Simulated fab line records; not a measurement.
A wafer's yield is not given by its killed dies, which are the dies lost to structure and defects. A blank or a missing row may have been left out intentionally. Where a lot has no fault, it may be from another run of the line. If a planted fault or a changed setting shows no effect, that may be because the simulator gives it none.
Struck lot and sound lot, side by side ; flow sky130 ; 19 steps out of a route of 708
Sound: wafers L181.2, L181.3, L181.6. Struck: wafer L187.4. The cause comes at the end.
Each step with rows lists, per side, the tool, then ch with its chambers, then its first start. Under that, the readings that differ: sound wafers ; struck wafers ; difference of the means ; sigmas: that difference in standard deviations of wafers without a fault.
alike: a reading whose means differ by less than 2 such deviations, as well as words and numbers matching on both sides. not compared: withheld readings; readings where some wafer has no value; bounds like >300 that might hide an equal value; numbers whose values overlap and for which the record gives no deviation.
The two part at a step that has a row with sigmas, a row that says differs or no value, or rows on one side only. Numbers that have no deviation but don't overlap get no sigmas and don't part them. Lack of a reading on every wafer of one side parts them only where that side has two or more wafers.

SKY_VIA1_ETCH_15: etches SiO2 in C4F8/O2/Ar, stops on TiN, target depth 351 nm, time 54 s.
  sound on rieDiel-04 ch 0,1, day 37 18:25; struck on rieDiel-01 ch 0, day 39 09:25
  alike: biasW, chamberPressureMTorr, oesProductAu
  not compared: rfHoursCounterH
SKY_VIA1_STRIP_16: strips in O2/N2.
  sound on plasmaAsher-02 ch 0,1, day 37 18:28; struck on plasmaAsher-02 ch 0, day 39 09:30
  alike: chamberPressureMTorr, drypumpMotorCurrentA, oesProductAu, stripTimeToEndpointS
  not compared: rfHoursCounterH
then, 5 steps without rows for these wafers: SKY_VIA1_STRIP_17 (strips in post etch residue remover, time 1200 s); SKY_VIA1_CLEAN_18 (cleans in IPA, time 180 s); SKY_VIA1_CLEAN_19 (cleans in O3/DIW); SKY_VIA1_SPUTTER_20 (material TiN, target thk 20 nm, time 80 s); SKY_VIA1_CVD_21 (deposits W, target thk 270 nm, time 80.902 s).
SKY_VIA1_RS_MEAS_22: uses a four-point probe to measure.
  struck on filmMetro-03, day 39 10:19; sound on filmMetro-04, day 37 19:14
  alike: VIA1_W_RS
SKY_VIA1_THK_MEAS_23: measures by xrf.
  struck on filmMetro-03, day 39 10:24; sound on filmMetro-04, day 37 19:20
  alike: VIA1_W_THK
SKY_VIA1_CMP_24: polishes, stops on SiO2, t overpolish 15 s, target thk 0 nm.
  sound on cmp-01 ch 0,2, day 37 19:41; struck on cmp-01 ch 2, day 39 10:26
  alike: motorCurrentA, overpolishRunS, timeToEndpointS
SKY_METAL2_SPUTTER_00: material Ti, target thk 15 nm, time 10 s.
  struck on pvdSputter-01, day 39 10:44; sound on pvdSputter-01, day 37 19:59
  alike: throttleValvePct
then, 1 step without rows for these wafers: SKY_METAL2_SPUTTER_01 (material TiN, target thk 20 nm, time 16.7 s).
SKY_METAL2_SPUTTER_02: material AlCu, target thk 250 nm, time 13.3 s.
  struck on pvdSputter-01, day 39 10:46; sound on pvdSputter-01, day 37 20:02
reading;sound;struck;difference;sigmas
model.AlCu_of_METAL2_SPUTTER_02.thkNm (nm);250 254 253.8;290.7;+38.1;
  alike: throttleValvePct
then, 1 step without rows for these wafers: SKY_METAL2_SPUTTER_03 (material Ti, target thk 5 nm, time 3.3 s).
SKY_METAL2_SPUTTER_04: material TiN, target thk 70 nm, time 58.3 s.
  struck on pvdSputter-01, day 39 10:49; sound on pvdSputter-01, day 37 20:05
  alike: throttleValvePct
SKY_METAL2_RS_MEAS_05: uses a four-point probe to measure.
  struck on filmMetro-03, day 39 10:56; sound on filmMetro-03, day 37 20:09
reading;sound;struck;difference;sigmas
METAL2_ALCU_RS (ohm/sq);0.1269 0.1248 0.1247;0.1085;-0.0170;-11
SKY_METAL2_THK_MEAS_06: measures by xrf.
  struck on filmMetro-03, day 39 11:01; sound on filmMetro-03, day 37 20:16
reading;sound;struck;difference;sigmas
METAL2_ALCU_THK (nm);249 251 251;289;+39;+13
then, 1 step without rows for these wafers: SKY_METAL2_DEHYDRATE_07 (time 60 s).
-- the record jumps here: 10 days lie between the struck wafers' starts before and after (it left off in module METAL2 and takes up again in module PAD_OPEN, whose first step shown is number 708 of the route) --
SKY_PAD_OPEN_PROBE_99:
  struck on prober-02, day 49 20:29; sound on prober-02, day 48 17:35
reading;sound;struck;difference;sigmas
model.etest.tip_n_5v.rsOhmSq;1419 1405 1413;1328;-84;
model.etest.met2.lineOhmUm;0.9336 0.9128 0.8906;0.7761;-0.1362;
model.etest.met2.rsOhmSq;0.1292 0.1257 0.1254;0.1106;-0.0162;
  alike: killed_at_M0_to_M3, killed_at_M4_up, killedAtContacts, killedAtFrontEnd, killedAtOther, killedDies, killedOnRim, killedOpen, killedShort

## WHERE THEY PART
Last at SKY_METAL2_THK_MEAS_06 as far as this record goes, first at SKY_METAL2_RS_MEAS_05. Later steps at which nothing parts them and some readings are alike: SKY_PAD_OPEN_PROBE_99.

WHY: what the simulator had put in
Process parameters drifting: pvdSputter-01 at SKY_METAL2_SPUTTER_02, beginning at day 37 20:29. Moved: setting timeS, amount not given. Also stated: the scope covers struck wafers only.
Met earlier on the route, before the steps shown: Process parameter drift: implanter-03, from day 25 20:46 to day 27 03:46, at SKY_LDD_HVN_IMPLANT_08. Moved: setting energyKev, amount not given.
